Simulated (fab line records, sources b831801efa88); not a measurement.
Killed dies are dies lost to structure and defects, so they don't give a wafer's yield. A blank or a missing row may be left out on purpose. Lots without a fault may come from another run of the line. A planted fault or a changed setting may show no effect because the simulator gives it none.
Problem report in the 8D (eight disciplines) form, filled by code | flow sky130 | the parts of the form that need people (team, actions taken, sign-off) are left out

1. THE PROBLEM
SD_N_RS at SKY_SD_N_RS_MEAS_16 reads a mean of 71.19 ohm/sq on 6 wafers of 2 lots; wafers without a fault read 68.56 ohm/sq with a standard deviation of 0.11. That is +24 standard deviations from the usual mean.
The step: measures by four-point-probe.
First seen on wafer L908.2, day 32 11:32, on film_metro-04. The record holds 33 wafers of 11 lots with a number at this step. Rule for "out", or "out of limits": more than 4 standard deviations from the usual mean. The other wafers with a number count as sound.

2. WHAT IT IS AND WHAT IT IS NOT
question                    | is                     | is not
which readings at this step | SD_N_RS                | -
which lots                  | L908, L911             | L899, L900, L901, L902, L904, L906, L916, L918, L919
which wafers of those lots  | all that have a number | -
read on which gauges        | film_metro-04          | film_metro-02, film_metro-03
when                        | from day 32 11:32      | up to then (18 sound wafers); but 9 sound wafers of L916, L918, L919 came after

3. SUSPECTS, AND WHAT RULES EACH OUT
Counting: a tool at a process step up to the reading stays a suspect if it ran every lot that is out and no sound lot after the first of them.
- the gauge at SKY_SD_N_RS_MEAS_16: ruled out. All the wafers that are out were read on film_metro-04, but those of them that SKY_SD_N_RTA_14 has rows for are out there too, on other tools.
- rtp_anneal-02 at SKY_NWELL_RTA_28 (time 30 s): ruled out as a lasting fault. Sound lots L916 ran on it after its first lot that is out, L908 (day 8 12:07).
- rtp_anneal-02 at SKY_SD_N_RTA_14 (time 2 s): kept. It ran every lot that is out, first L908 (day 32 11:20), and no sound lot after that; its last sound lot up to then is L906 (day 31 22:07). Its own readings are out on those wafers: lamp_power_pct.
Left after counting: rtp_anneal-02 at SKY_SD_N_RTA_14.

4. THE CAUSE (what the simulator had put in)
Process parameter drift: rtp_anneal-02, from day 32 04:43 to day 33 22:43, at SKY_SD_N_RTA_14. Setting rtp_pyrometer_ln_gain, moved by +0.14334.
Counting left only this tool.

5. THE CHAIN OF EFFECTS, in route order
Each row: a reading whose mean over the struck wafers that have a number lies more than 3 standard deviations from the usual. Only readings for which the record gives a usual standard deviation are gone through. hours: the time from each lot's start at the first step in this table that gives one to its start at this step, as a median over the lots. sigmas: the change in usual standard deviations.
hours | step                | reading        | usual        | on struck wafers | change | sigmas
0     | SKY_SD_N_RTA_14     | lamp_power_pct | 15.74 %      | 15.14            | -0.60  | -10
0     | SKY_SD_N_RS_MEAS_16 | SD_N_RS        | 68.56 ohm/sq | 71.19            | +2.63  | +24
0     | SKY_SD_N_RS_MEAS_17 | SD_P_RS        | 147.0 ohm/sq | 161.9            | +14.9  | +36
The process steps in it:
- SKY_SD_N_RTA_14: time 2 s.
Later measuring or inspecting steps at which every struck wafer that the step has a row for has a number for every such reading, and none has moved that far: SKY_METAL1_OVL_MEAS_16.

6. WHAT WOULD HAVE CAUGHT IT SOONER
In this record the first reading out of limits at a measuring or inspecting step was taken at day 32 11:32, 7 hours after the fault began at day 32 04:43.
The tool's own readings at SKY_SD_N_RTA_14 were out on every struck wafer that the step has a row for (lamp_power_pct): an alarm limit on them would have fired on the first of those.
Of the lots that are out (2), L911 began SKY_SD_N_RTA_14 on rtp_anneal-02 after day 32 11:32. A hold on the tool at that time would have spared it.
